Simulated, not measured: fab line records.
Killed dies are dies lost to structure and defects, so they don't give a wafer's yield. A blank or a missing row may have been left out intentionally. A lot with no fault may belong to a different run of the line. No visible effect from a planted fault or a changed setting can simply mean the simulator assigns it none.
Which of the tools did it?	flow sky130	Sampling: 6 lots, 18 wafers, 2 of 708 route steps

== WHAT THE GAUGES READ, wafer by wafer ==
SKY_VIA4_THK_MEAS_20: measures by xrf.
lot	measured	on	VIA4_W_THK (nm)
L634	day 42 21:43	film-metro-01	522 520 529
L637	day 44 01:22	film-metro-02	540 545 539
L639	day 44 19:38	film-metro-02	535 540 536
L645	day 46 02:22	film-metro-02	544 543 541
L653	day 48 02:10	film-metro-01	516 517 524
L656	day 48 15:04	film-metro-02	531 526 525

== WHAT TOOL EACH LOT RAN ON (gives the tool, then ch and the chambers of the sampled wafers, and finally the start) ==
lot	SKY_VIA2_STRIP_16
L634	plasma-asher-01 ch 1, day 36 10:20
L637	plasma-asher-01 ch 1, day 37 17:47
L639	plasma-asher-04 ch 0,1, day 38 12:02
L645	plasma-asher-01 ch 0,1, day 40 00:57
L653	plasma-asher-04 ch 0, day 42 09:48
L656	plasma-asher-04 ch 0,1, day 42 23:35
- SKY_VIA2_STRIP_16: strips in O2/N2.

== THE ANSWER, worked out from the rows above alone ==
Rule: usual is defined by the lots themselves. The widest of any qualifying gaps counts: lots, ordered by their means at a reading, are off when they make up no more than a third of the lots, leave a main group of 4 or more, and stand apart from it by 3 or more times the standard deviation of that group's means. A main group whose means are all the same, to the digits that the tables above print for the reading, isn't used. A lot without any number at a reading at which 4 lots or more have one is off too. All remaining lots with rows at the step are treated as sound.
None of the lots is off at any reading shown; this tells nothing.

== WHAT THE SIMULATOR HAD INSERTED ==
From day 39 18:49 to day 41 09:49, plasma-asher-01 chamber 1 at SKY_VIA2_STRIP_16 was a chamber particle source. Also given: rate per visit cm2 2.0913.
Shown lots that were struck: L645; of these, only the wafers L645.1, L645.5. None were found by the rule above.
